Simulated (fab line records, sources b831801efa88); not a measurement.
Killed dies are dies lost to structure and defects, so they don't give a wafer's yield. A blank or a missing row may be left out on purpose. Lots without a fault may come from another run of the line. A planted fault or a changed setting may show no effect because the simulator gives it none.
Which tool did it? | flow gf180mcu | 14 lots, 42 wafers sampled, at 5 steps of a route of 602

WHAT THE GAUGES READ, wafer by wafer
GF_POLY_GATE_OVL_MEAS_11.
lot  | measured     | on         | POLY_GATE_OVL (nm)
L438 | day 9 01:51  | overlay-02 | 3 -3 1
L440 | day 9 18:36  | overlay-02 | 7 0 -1
L441 | day 10 00:41 | overlay-02 | -1 9 6
L442 | day 10 06:35 | overlay-02 | -5 -4 -7
L443 | day 10 16:21 | overlay-01 | 4 -3 1
L447 | day 11 19:54 | overlay-01 | 5 -4 -4
L451 | day 13 01:56 | overlay-01 | -6 5 7
L452 | day 13 07:56 | overlay-01 | -4 1 -6
L453 | day 13 13:14 | overlay-01 | -7 -5 2
L454 | day 14 00:30 | overlay-02 | -3 -2 -3
L457 | day 14 20:37 | overlay-02 | 4 8 6
L458 | day 15 05:00 | overlay-01 | 4 7 7
L460 | day 16 00:09 | overlay-02 | -3 -6 -2
L461 | day 16 00:31 | overlay-02 | 9 12 4

GF_POLY_GATE_CD_MEAS_18.
lot  | measured     | on        | cd_nm (nm)
L438 | day 9 03:44  | cd_sem-02 | 278.9 282.1 281.3
L440 | day 9 20:49  | cd_sem-01 | 281.7 283.0 282.2
L441 | day 10 02:53 | cd_sem-01 | 278.5 278.9 277.6
L442 | day 10 08:35 | cd_sem-02 | 280.8 281.5 278.5
L443 | day 10 18:37 | cd_sem-01 | 280.7 279.7 280.6
L447 | day 11 22:44 | cd_sem-02 | 280.0 282.1 279.1
L451 | day 13 04:38 | cd_sem-02 | 278.6 277.9 281.4
L452 | day 13 11:02 | cd_sem-01 | 277.8 280.0 280.0
L453 | day 13 15:17 | cd_sem-01 | 279.9 278.4 279.6
L454 | day 14 02:43 | cd_sem-01 | 281.5 282.6 281.2
L457 | day 15 01:34 | cd_sem-02 | 282.6 281.8 283.3
L458 | day 15 07:47 | cd_sem-02 | 284.1 282.7 283.1
L460 | day 16 03:39 | cd_sem-01 | 279.2 280.4 280.6
L461 | day 16 03:40 | cd_sem-02 | 279.2 280.0 279.4

GF_HV_LDD_CD_MEAS_31: target cd 400 nm.
lot  | measured     | on        | cd_nm (nm)
L438 | day 11 09:13 | cd_sem-01 | 397.6 399.6 398.8
L440 | day 12 03:25 | cd_sem-01 | 397.8 398.1 400.1
L441 | day 12 10:58 | cd_sem-02 | 399.2 401.5 399.7
L442 | day 12 17:28 | cd_sem-01 | 394.5 394.3 393.9
L443 | day 13 04:59 | cd_sem-01 | 399.6 398.1 401.3
L447 | day 14 11:19 | cd_sem-02 | 402.1 404.2 401.6
L451 | day 15 18:37 | cd_sem-02 | 393.1 392.4 394.5
L452 | day 16 01:01 | cd_sem-01 | 393.6 392.3 393.7
L453 | day 16 06:12 | cd_sem-01 | 399.0 398.7 396.8
L454 | day 16 17:46 | cd_sem-02 | 398.3 398.8 398.3
L457 | day 17 20:25 | cd_sem-01 | 403.3 400.7 401.4
L458 | day 18 03:22 | cd_sem-02 | 396.8 396.7 397.4
L460 | day 19 02:44 | cd_sem-02 | 395.7 397.8 398.7
L461 | day 19 02:49 | cd_sem-01 | 401.4 403.5 404.0

GF_HV_LDD_OVL_MEAS_47.
lot  | measured     | on         | HV_LDD_03_OVL (nm)
L438 | day 12 04:44 | overlay-01 | -1.9 -1.7 -0.2
L440 | day 12 23:32 | overlay-01 | 1.5 3.7 0.2
L441 | day 13 07:35 | overlay-02 | -0.7 -0.1 -0.9
L442 | day 13 13:29 | overlay-02 | 0.9 1.8 -0.5
L443 | day 14 02:02 | overlay-02 | -0.7 0.4 0.5
L447 | day 15 07:44 | overlay-01 | 0.3 1.1 -0.7
L451 | day 16 17:32 | overlay-01 | -0.3 -0.7 -2.5
L452 | day 17 00:05 | overlay-02 | 1.7 1.3 0.7
L453 | day 17 04:47 | overlay-02 | -1.6 -1.4 -3.6
L454 | day 17 17:11 | overlay-01 | 0.9 0.2 0.9
L457 | day 18 21:00 | overlay-01 | -0.5 -1.6 -0.5
L458 | day 19 04:29 | overlay-02 | -0.2 1.7 1.4
L460 | day 20 04:14 | overlay-02 | -0.4 1.7 0.0
L461 | day 20 04:20 | overlay-01 | -3.1 -1.4 -2.8

WHICH TOOL RAN EACH LOT (tool, then ch and the chambers of the sampled wafers, then the start)
lot  | GF_HV_LDD_DEVELOP_30
L438 | litho_track-04 ch 0, day 11 09:04
L440 | litho_track-04 ch 0, day 12 03:16
L441 | litho_track-02 ch 0, day 12 10:49
L442 | litho_track-03 ch 0, day 12 17:19
L443 | litho_track-04 ch 0, day 13 04:50
L447 | litho_track-04 ch 0, day 14 11:10
L451 | litho_track-04 ch 0, day 15 18:28
L452 | litho_track-04 ch 0, day 16 00:52
L453 | litho_track-02 ch 0, day 16 06:04
L454 | litho_track-02 ch 0, day 16 17:37
L457 | litho_track-03 ch 0, day 17 20:17
L458 | litho_track-03 ch 0, day 18 03:13
L460 | litho_track-02 ch 0, day 19 02:35
L461 | litho_track-04 ch 0, day 19 02:40
- GF_HV_LDD_DEVELOP_30: develop time 60 s.

WHAT THE TOOLS THEMSELVES READ (means of the sampled wafers that have a number; where no wafer has one, the mark that the record gives instead)
GF_HV_LDD_DEVELOP_30.
lot  | tool           | developer_temp_C (C)
L438 | litho_track-04 | 22.84
L440 | litho_track-04 | 23.12
L441 | litho_track-02 | 22.98
L442 | litho_track-03 | 23.02
L443 | litho_track-04 | 23.04
L447 | litho_track-04 | 22.93
L451 | litho_track-04 | 23.10
L452 | litho_track-04 | 23.07
L453 | litho_track-02 | 22.96
L454 | litho_track-02 | 22.92
L457 | litho_track-03 | 22.87
L458 | litho_track-03 | 23.03
L460 | litho_track-02 | 23.02
L461 | litho_track-04 | 22.93

THE ANSWER, worked out from the rows above alone
Rule: what is usual is taken from the lots themselves. Put in order of their means at a reading, lots are off if they are a third of the lots or fewer, leave a main group of 4 or more, and stand apart from it by a gap of 3 or more times the standard deviation of the main group's means; of several such gaps the widest counts. A main group whose means are all the same, to the digits that the tables above print for the reading, isn't used. A lot without any number at a reading at which 4 lots or more have one is off too. The other lots that the step has rows for count as sound. The gauges are gone through in route order, then the tools' own readings, and for those a lot's mean is taken as printed above. The first step at which some lot is off is used, and at that step the reading that is off furthest; a lot without a number counts as furthest.
No lot is off at any reading shown: from this, nothing can be told.

WHAT THE SIMULATOR HAD PUT IN
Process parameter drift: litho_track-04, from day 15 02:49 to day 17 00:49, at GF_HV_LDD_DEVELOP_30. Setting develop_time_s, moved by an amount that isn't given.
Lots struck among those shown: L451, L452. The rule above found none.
